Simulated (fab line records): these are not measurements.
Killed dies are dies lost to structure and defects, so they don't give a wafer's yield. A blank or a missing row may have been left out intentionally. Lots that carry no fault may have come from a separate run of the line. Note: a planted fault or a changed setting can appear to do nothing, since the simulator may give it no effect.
fab line records + flow sky130
record:
- lots: 6
- wafers: 18
- lastDay: 49
route steps=708 shown CONTACT@423 METAL1@434 PAD_OPEN@708
lots that met no fault: from a run of the same line without faults
startH: the number of hours between the record's first day and the start of the first shown wafer of the lot + waitH: how many hours have passed since the lot's step before this one + " identical to the entry in the row above + L1.1+2: several wafers, shown together as one row + - no value present, or no start provided + * or withheld: withheld + < > ~ a bound
route shown NAME@n: names a module that has steps shown in the file, with the first one's number in the route + usual: mean and standard deviation over wafers with no fault + same: alike in all rows + chamber/n: place in a boat + sites: readings site by site + _std_site: their standard deviation + _edge_site: the outer-site mean with the inner-site mean subtracted + radiusMm: for every site, how far away it sits from the centre of the wafer + mask NAME#n: copy n + behind: the tool/chamber that last shaped the wafer + hold: the reason the lot was held/the length of the hold in hours/how it ended + device: the transistor (n, p or np) that didn't switch + end of line: the route-end tests of the same wafers + where a step has no rows: the recipe by itself + killed: at the first sort, the dies lost to defects and structure; wafer yield is something else + map: the dies of a wafer, with x for killed, . for not killed, _ for no die there
set.NAME: the setting the step ran with; set.NAME@STEP: the setting that earlier step ran with + model.NAME: the simulator's own value behind a step, which no gauge read
certain route steps with their lots: each step a table, each wafer a row
services: the hour from which a tool's chamber was out of use, counted from the record's first day as startH (under 0 if before that day), plus the number of hours and why
== steps ==
step: SKY_CONTACT_ETCH_17
recipe:
- target: SiO2
- chemistry: C4F8/O2/Ar
- stopOn: Si3N4
- maskMaterial: KrF-thick
- sourceW: 1500
- biasW: 1200
- pressureMtorr: 40
- c4f8FlowSccm: withheld
- O2_flow_sccm: 6
- Ar_flow_sccm: 300
- timeS: withheld
- targetDepthA: 3400
usual:
- oesProductAu: 0.891/0.005
| lot.wafer | tool       | chamber | startH | waitH | oesProductAu |
|-----------|------------|---------|--------|-------|--------------|
| L284.1    | rieDiel-02 | 0       | 753.04 | 0.0   | 0.893        |
| L284.2    | "          | 1       | "      | "     | 0.903        |
| L284.5    | "          | 3       | "      | "     | 0.897        |
| L286.1    | rieDiel-02 | 3       | 762.13 | 0.0   | 0.899        |
| L286.2    | "          | 0       | "      | "     | 0.888        |
| L286.6    | "          | 3       | "      | "     | 0.893        |
| L289.2    | rieDiel-01 | 2       | 767.58 | 0.0   | 0.884        |
| L289.5    | "          | 0       | "      | "     | 0.885        |
| L289.6    | "          | 1       | "      | "     | 0.895        |
| L299.2    | rieDiel-01 | 2       | 862.81 | 0.0   | 0.885        |
| L299.4    | "          | 3       | "      | "     | 0.894        |
| L299.5    | "          | 2       | "      | "     | 0.892        |
| L301.1    | rieDiel-03 | 1       | 869.56 | 0.0   | 0.886        |
| L301.4    | "          | 1       | "      | "     | 0.900        |
| L301.5    | "          | 2       | "      | "     | 0.895        |
| L302.2    | rieDiel-01 | 1       | 874.86 | 0.0   | 0.897        |
| L302.3    | "          | 3       | "      | "     | 0.893        |
| L302.4    | "          | 0       | "      | "     | 0.891        |
step: SKY_CONTACT_ETCH_18
recipe:
- target: Si3N4
- chemistry: CHF3/O2
- stopOn: TiN
- sourceW: 600
- biasW: 200
- pressureMtorr: 40
- chf3FlowSccm: 50
- O2_flow_sccm: 5
- timeS: 39
- targetDepthA: 750
usual:
- drypumpMotorCurrentA: 5.8/0.35
- oesProductAu: 0.854/0.0065
- throttleValvePct: 8.793/0.01
same:
- timeS: 39
| lot.wafer | tool       | chamber | startH | waitH | drypumpMotorCurrentA | oesProductAu | rfHoursCounterH | throttleValvePct |
|-----------|------------|---------|--------|-------|----------------------|--------------|-----------------|------------------|
| L284.1    | rieDiel-02 | 0       | -      | -     | 6.0                  | 0.858        | 5               | 8.783            |
| L284.2    | "          | 1       | "      | "     | 5.9                  | 0.847        | 45              | 8.781            |
| L284.5    | "          | 3       | "      | "     | 6.1                  | 0.864        | -               | 8.786            |
| L286.1    | rieDiel-02 | 3       | -      | -     | 6.1                  | 0.853        | 18              | 8.799            |
| L286.2    | "          | 0       | "      | "     | 6.0                  | 0.846        | 5               | 8.793            |
| L286.6    | "          | 3       | "      | "     | 6.1                  | 0.854        | -               | 8.805            |
| L289.2    | rieDiel-01 | 2       | -      | -     | 5.7                  | 0.851        | 39              | 8.793            |
| L289.5    | "          | 0       | "      | "     | 6.0                  | 0.857        | -               | 8.807            |
| L289.6    | "          | 1       | "      | "     | 5.4                  | 0.856        | -               | 8.783            |
| L299.2    | rieDiel-01 | 2       | -      | -     | 5.6                  | 0.851        | 2               | 8.806            |
| L299.4    | "          | 3       | "      | "     | 5.9                  | 0.848        | 9               | 8.786            |
| L299.5    | "          | 2       | "      | "     | 5.7                  | 0.853        | -               | 8.781            |
| L301.1    | rieDiel-03 | 1       | -      | -     | 5.2                  | 0.850        | 13              | 8.800            |
| L301.4    | "          | 1       | "      | "     | 5.2                  | 0.857        | -               | 8.789            |
| L301.5    | "          | 2       | "      | "     | 6.3                  | 0.864        | -               | 8.794            |
| L302.2    | rieDiel-01 | 1       | -      | -     | 5.5                  | 0.852        | 8               | 8.796            |
| L302.3    | "          | 3       | "      | "     | 5.9                  | 0.859        | 10              | 8.800            |
| L302.4    | "          | 0       | "      | "     | 6.0                  | 0.855        | 8               | 8.777            |
step: SKY_CONTACT_STRIP_19
recipe:
- chemistry: O2/N2
- powerW: 1400
- pressureMtorr: 1500
- platenTempC: withheld
- o2FlowSccm: 3000
- n2FlowSccm: 300
- overashFraction: 0.5
usual:
- drypumpMotorCurrentA: 5.85/0.29
- oesProductAu: 0.380/0.0049
- stripTimeToEndpointS: 3.62/0.03
| lot.wafer | tool           | chamber | startH | waitH | drypumpMotorCurrentA | oesProductAu | rfHoursCounterH | stripTimeToEndpointS |
|-----------|----------------|---------|--------|-------|----------------------|--------------|-----------------|----------------------|
| L284.1    | plasmaAsher-03 | 0       | 753.13 | -     | 6.05                 | 0.371        | 0               | 3.66                 |
| L284.2    | "              | 1       | "      | "     | 5.31                 | 0.380        | 0               | 3.61                 |
| L284.5    | "              | 0       | "      | "     | 6.11                 | 0.374        | -               | 3.60                 |
| L286.1    | plasmaAsher-03 | 1       | 762.22 | -     | 5.32                 | 0.381        | 1               | 3.62                 |
| L286.2    | "              | 0       | "      | "     | 6.06                 | 0.382        | 1               | 3.67                 |
| L286.6    | "              | 0       | "      | "     | 6.09                 | 0.385        | -               | 3.61                 |
| L289.2    | plasmaAsher-01 | 0       | 767.67 | -     | 5.92                 | 0.379        | 35              | 3.65                 |
| L289.5    | "              | 1       | "      | "     | 6.18                 | 0.382        | -               | 3.63                 |
| L289.6    | "              | 0       | "      | "     | 5.94                 | 0.378        | -               | 3.64                 |
| L299.2    | plasmaAsher-03 | 0       | 862.90 | -     | 6.04                 | 0.377        | 11              | 3.57                 |
| L299.4    | "              | 0       | "      | "     | 6.06                 | 0.384        | -               | 3.60                 |
| L299.5    | "              | 1       | "      | "     | 5.33                 | 0.375        | -               | 3.59                 |
| L301.1    | plasmaAsher-01 | 0       | 869.65 | -     | 5.90                 | 0.384        | 45              | 3.58                 |
| L301.4    | "              | 1       | "      | "     | 6.20                 | 0.381        | -               | 3.57                 |
| L301.5    | "              | 0       | "      | "     | 5.91                 | 0.378        | -               | 3.59                 |
| L302.2    | plasmaAsher-01 | 1       | 874.95 | -     | 6.20                 | 0.380        | 45              | 3.66                 |
| L302.3    | "              | 0       | "      | "     | 5.89                 | 0.380        | -               | 3.62                 |
| L302.4    | "              | 1       | "      | "     | 6.22                 | 0.381        | -               | 3.63                 |
step: SKY_CONTACT_STRIP_20
recipe:
- chemistry: postEtchResidueRemover
- timeS: 1200
- tempC: 72.5
step: SKY_CONTACT_CLEAN_21
recipe:
- chemistry: IPA
- timeS: 180
- tempC: 25
step: SKY_CONTACT_CLEAN_22
recipe:
- chemistry: O3/DIW
- dry: n2Spin
step: SKY_CONTACT_SPUTTER_23
recipe:
- material: TiN
- targetThkNm: 20
- chamberPressurePa: 5
- powerW: 4000
- timeS: 80
step: SKY_CONTACT_CVD_24
recipe:
- material: W
- targetThkNm: 340
- timeS: 102.12
- tempC: 400
- pressureTorr: 40
step: SKY_CONTACT_RS_MEAS_25
recipe:
- thkMeasGauge: four-point-probe
- reads: W_of_CONTACT_CVD_24+TiN_of_CONTACT_SPUTTER_23
usual:
- CONTACT_W_RS: 0.331/0.0069
| lot.wafer | tool         | chamber | startH | waitH | CONTACT_W_RS[ohm/sq] |
|-----------|--------------|---------|--------|-------|----------------------|
| L284.1    | filmMetro-01 | -       | 753.98 | 0.1   | 0.332                |
| L284.2    | "            | -       | "      | "     | 0.323                |
| L284.5    | "            | -       | "      | "     | 0.334                |
| L286.1    | filmMetro-01 | -       | 763.09 | 0.2   | 0.327                |
| L286.2    | "            | -       | "      | "     | 0.323                |
| L286.6    | "            | -       | "      | "     | 0.326                |
| L289.2    | filmMetro-02 | -       | 768.49 | 0.1   | 0.336                |
| L289.5    | "            | -       | "      | "     | 0.330                |
| L289.6    | "            | -       | "      | "     | 0.328                |
| L299.2    | filmMetro-04 | -       | 863.72 | 0.1   | 0.320                |
| L299.4    | "            | -       | "      | "     | 0.323                |
| L299.5    | "            | -       | "      | "     | 0.331                |
| L301.1    | filmMetro-02 | -       | 870.45 | 0.1   | 0.339                |
| L301.4    | "            | -       | "      | "     | 0.337                |
| L301.5    | "            | -       | "      | "     | 0.340                |
| L302.2    | filmMetro-01 | -       | 875.74 | 0.1   | 0.322                |
| L302.3    | "            | -       | "      | "     | 0.336                |
| L302.4    | "            | -       | "      | "     | 0.324                |
step: SKY_CONTACT_THK_MEAS_26
recipe:
- thkMeasGauge: xrf
- reads: W_of_CONTACT_CVD_24
usual:
- CONTACT_W_THK: 350/7.9
| lot.wafer | tool         | chamber | startH | waitH | CONTACT_W_THK[nm] |
|-----------|--------------|---------|--------|-------|-------------------|
| L284.1    | filmMetro-01 | -       | 754.10 | 0.1   | 351               |
| L284.2    | "            | -       | "      | "     | 363               |
| L284.5    | "            | -       | "      | "     | 350               |
| L286.1    | filmMetro-01 | -       | 763.21 | 0.1   | 358               |
| L286.2    | "            | -       | "      | "     | 360               |
| L286.6    | "            | -       | "      | "     | 356               |
| L289.2    | filmMetro-02 | -       | 768.60 | 0.1   | 344               |
| L289.5    | "            | -       | "      | "     | 347               |
| L289.6    | "            | -       | "      | "     | 351               |
| L299.2    | filmMetro-04 | -       | 863.83 | 0.1   | 363               |
| L299.4    | "            | -       | "      | "     | 360               |
| L299.5    | "            | -       | "      | "     | 354               |
| L301.1    | filmMetro-02 | -       | 870.57 | 0.1   | 337               |
| L301.4    | "            | -       | "      | "     | 338               |
| L301.5    | "            | -       | "      | "     | 339               |
| L302.2    | filmMetro-01 | -       | 875.85 | 0.1   | 359               |
| L302.3    | "            | -       | "      | "     | 343               |
| L302.4    | "            | -       | "      | "     | 358               |
step: SKY_CONTACT_CMP_27
recipe:
- stopOn: SiO2
- tOverpolishS: 15
- downForcePsi: 3.5
- platenRpm: 60
- targetThkNm: 0
- padVelocityMS: 0.94248
step: SKY_METAL1_SPUTTER_00
recipe:
- material: Ti
- targetThkNm: 15
- powerW: 3000
- timeS: 10
- chamberPressurePa: 0.4
usual:
- throttleValvePct: 29.8/1.3
same:
- timeS: 10
| lot.wafer | tool          | chamber | startH | waitH | throttleValvePct |
|-----------|---------------|---------|--------|-------|------------------|
| L284.1    | pvdSputter-03 | -       | 754.46 | 0.1   | 29.2             |
| L284.2    | "             | -       | "      | "     | 29.1             |
| L284.5    | "             | -       | "      | "     | 29.5             |
| L286.1    | pvdSputter-04 | -       | 763.57 | 0.2   | 27.0             |
| L286.2    | "             | -       | "      | "     | 30.7             |
| L286.6    | "             | -       | "      | "     | 30.4             |
| L289.2    | pvdSputter-04 | -       | 768.95 | 0.2   | 30.6             |
| L289.5    | "             | -       | "      | "     | 30.7             |
| L289.6    | "             | -       | "      | "     | 30.2             |
| L299.2    | pvdSputter-04 | -       | 864.18 | 0.2   | 30.7             |
| L299.4    | "             | -       | "      | "     | 30.3             |
| L299.5    | "             | -       | "      | "     | 32.1             |
| L301.1    | pvdSputter-04 | -       | 870.93 | 0.2   | 30.7             |
| L301.4    | "             | -       | "      | "     | 32.0             |
| L301.5    | "             | -       | "      | "     | 30.3             |
| L302.2    | pvdSputter-01 | -       | 876.20 | 0.1   | 29.1             |
| L302.3    | "             | -       | "      | "     | 28.6             |
| L302.4    | "             | -       | "      | "     | 30.9             |
step: SKY_METAL1_SPUTTER_01
recipe:
- material: TiN
- targetThkNm: 20
- powerW: 6500
- timeS: 16.7
- chamberPressurePa: 0.4
usual:
- throttleValvePct: 29.8/1.3
| lot.wafer | tool          | chamber | startH | waitH | throttleValvePct | model.TiN_of_METAL1_SPUTTER_01.thkNm |
|-----------|---------------|---------|--------|-------|------------------|--------------------------------------|
| L284.1    | pvdSputter-03 | -       | 754.48 | 0.0   | 29.2             | 20.01                                |
| L284.2    | "             | -       | "      | "     | 29.2             | 20.01                                |
| L284.5    | "             | -       | "      | "     | 29.4             | 20.02                                |
| L286.1    | pvdSputter-04 | -       | 763.60 | 0.0   | 26.7             | 19.91                                |
| L286.2    | "             | -       | "      | "     | 30.6             | 19.29                                |
| L286.6    | "             | -       | "      | "     | 30.8             | 19.81                                |
| L289.2    | pvdSputter-04 | -       | 768.98 | 0.0   | 30.2             | 19.37                                |
| L289.5    | "             | -       | "      | "     | 30.6             | 19.04                                |
| L289.6    | "             | -       | "      | "     | 30.1             | 19.95                                |
| L299.2    | pvdSputter-04 | -       | 864.20 | 0.0   | 30.7             | 20.02                                |
| L299.4    | "             | -       | "      | "     | 30.1             | 20.04                                |
| L299.5    | "             | -       | "      | "     | 31.9             | 20.03                                |
| L301.1    | pvdSputter-04 | -       | 870.96 | 0.0   | 30.6             | 19.89                                |
| L301.4    | "             | -       | "      | "     | 32.2             | 19.71                                |
| L301.5    | "             | -       | "      | "     | 30.3             | 19.89                                |
| L302.2    | pvdSputter-01 | -       | 876.22 | 0.0   | 29.5             | 19.92                                |
| L302.3    | "             | -       | "      | "     | 28.5             | 19.71                                |
| L302.4    | "             | -       | "      | "     | 30.8             | 19.85                                |
step: SKY_METAL1_SPUTTER_02
recipe:
- material: AlCu
- targetThkNm: 250
- powerW: 10600
- timeS: 13.3
- chamberPressurePa: 0.4
usual:
- throttleValvePct: 29.8/1.4
same:
- timeS: 13.3
| lot.wafer | tool          | chamber | startH | waitH | throttleValvePct |
|-----------|---------------|---------|--------|-------|------------------|
| L284.1    | pvdSputter-03 | -       | 754.50 | 0.0   | 29.3             |
| L284.2    | "             | -       | "      | "     | 29.5             |
| L284.5    | "             | -       | "      | "     | 29.6             |
| L286.1    | pvdSputter-04 | -       | 763.62 | 0.0   | 26.7             |
| L286.2    | "             | -       | "      | "     | 30.8             |
| L286.6    | "             | -       | "      | "     | 30.6             |
| L289.2    | pvdSputter-04 | -       | 769.00 | 0.0   | 30.3             |
| L289.5    | "             | -       | "      | "     | 30.7             |
| L289.6    | "             | -       | "      | "     | 29.9             |
| L299.2    | pvdSputter-04 | -       | 864.22 | 0.0   | 30.6             |
| L299.4    | "             | -       | "      | "     | 30.3             |
| L299.5    | "             | -       | "      | "     | 32.2             |
| L301.1    | pvdSputter-04 | -       | 870.98 | 0.0   | 30.5             |
| L301.4    | "             | -       | "      | "     | 32.2             |
| L301.5    | "             | -       | "      | "     | 30.3             |
| L302.2    | pvdSputter-01 | -       | 876.24 | 0.0   | 29.5             |
| L302.3    | "             | -       | "      | "     | 28.8             |
| L302.4    | "             | -       | "      | "     | 30.9             |
step: SKY_PAD_OPEN_PROBE_99
usual:
- defectLimitedYield: 82.3/2
- killed_at_M0_to_M3: 43/7.3
- killed_at_M4_up: 3.1/1.7
- killedAtContacts: 25/5.3
- killedAtFrontEnd: 15/4.3
- killedAtOther: 0.2/0.54
- killedDies: 87/10
- killedOpen: 48/7.6
- killedShort: 38/6.1
- sort_bin_3_pad_short: 0.9/0.42
- sort_bin_5_function: 10.5/1.5
- sort_bin_6_memory: 6.3/1.2
- sortNPass: 405/10
- sortYieldPct: 82.3/2
same:
- grossDies: 492
- killedAtBackSide: 0
- sort_bin_4_leakage[%]: 0
- sort_bin_8_speed[%]: 0
| lot.wafer | tool      | chamber | startH  | waitH | defectLimitedYield[%] | killed_at_M0_to_M3 | killed_at_M4_up | killedAtContacts | killedAtFrontEnd | killedAtOther | killedDies | killedOpen | killedShort | sort_bin_3_pad_short[%] | sort_bin_5_function[%] | sort_bin_6_memory[%] | sortNPass | sortYieldPct[%] |
|-----------|-----------|---------|---------|-------|-----------------------|--------------------|-----------------|------------------|------------------|---------------|------------|------------|-------------|-------------------------|------------------------|----------------------|-----------|-----------------|
| L302.2    | prober-02 | -       | 1177.68 | 0.1   | 81.9                  | 45                 | 5               | 28               | 10               | 1             | 89         | 45         | 44          | 0.4                     | 10.2                   | 7.5                  | 403       | 81.9            |
| L302.3    | prober-02 | -       | 1177.73 | 0.2   | 81.1                  | 45                 | 3               | 24               | 20               | 1             | 93         | 50         | 43          | 0.6                     | 11.4                   | 6.9                  | 399       | 81.1            |
| L302.4    | prober-02 | -       | 1177.78 | 0.2   | 82.3                  | 41                 | 4               | 27               | 14               | 1             | 87         | 47         | 40          | 0.8                     | 10.6                   | 6.3                  | 405       | 82.3            |
killed by level:class
L302.2 VIA1:geometricParticle:open=10 CONTACT:geometricParticle:open=9 LI_CONTACT:geometricParticle:open=8 VIA1:geometricParticle:short=8 VIA2:geometricParticle:open=6 METAL4:geometricParticle:short=5 METAL2:geometricParticle:short=5 VIA3:geometricParticle:open=5
L302.3 VIA2:geometricParticle:open=9 VIA1:geometricParticle:open=7 CONTACT:geometricParticle:open=7 FIELD_ISO:geometricParticle:short=6 FIELD_ISO:geometricParticle:open=5 VIA3:geometricParticle:open=5 CONTACT:geometricParticle:short=5 METAL2:geometricParticle:open=5
L302.4 VIA1:geometricParticle:open=11 LI_CONTACT:geometricParticle:open=9 LOCAL_INTERCONNECT:geometricParticle:short=6 CONTACT:geometricParticle:open=6 VIA1:geometricParticle:short=6 VIA3:geometricParticle:open=6 FIELD_ISO:geometricParticle:short=4 POLY_GATE:geometricParticle:open=4
== services ==
| tool           | chamber | startH | hours | kind          |
|----------------|---------|--------|-------|---------------|
| plasmaAsher-03 | -       | 730.11 | 2.8   | pm            |
| plasmaAsher-03 | -       | 733.75 | 9.0   | pm            |
| plasmaAsher-03 | 0       | 733.75 | 12.5  | ventCycle     |
| plasmaAsher-03 | 1       | 733.75 | 12.5  | ventCycle     |
| plasmaAsher-03 | -       | 737.85 | 8.4   | repair        |
| plasmaAsher-03 | 0       | 742.75 | -     | clean         |
| plasmaAsher-03 | 1       | 742.75 | -     | clean         |
| rieDiel-02     | 1       | 763.16 | -     | clean         |
| rieDiel-02     | 1       | 763.16 | 30.0  | scheduledDown |
| rieDiel-02     | 1       | 763.16 | 30.0  | ventCycle     |
| rieDiel-01     | 2       | 782.08 | -     | clean         |
| rieDiel-01     | 2       | 782.08 | 15.9  | scheduledDown |
| rieDiel-01     | 2       | 782.08 | 15.9  | ventCycle     |
| rieDiel-02     | 0       | 792.55 | 128.1 | repair        |
| rieDiel-01     | -       | 827.18 | 2.8   | pm            |
| plasmaAsher-03 | -       | 829.64 | 5.9   | repair        |
| plasmaAsher-01 | -       | 834.80 | 2.2   | repair        |
| rieDiel-03     | 1       | 858.35 | 1.2   | repair        |
| rieDiel-03     | 3       | 868.54 | 2.5   | repair        |
| pvdSputter-03  | -       | 869.83 | 7.2   | repair        |
| rieDiel-02     | 2       | 875.45 | 4.0   | repair        |
== key ==
firstSign none at tools or gauges
modelEffect:
- step: SKY_METAL1_SPUTTER_01
- value: TiN_of_METAL1_SPUTTER_01.thkNm
- without: 19.97
- struck: 19.23
metAt SKY_METAL1_SPUTTER_01
struckWafers L286.2,L289.2,L289.5
fault:
- kind: processParameterDrift
- tool: pvdSputter-04
- chamber: -
- onsetH: 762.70
- steps: SKY_METAL1_SPUTTER_01
- channel: timeS
- offset: *
- shape: step
- endH: 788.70
- scope: struckWafersOnly
- actsIn: *
- stated: *
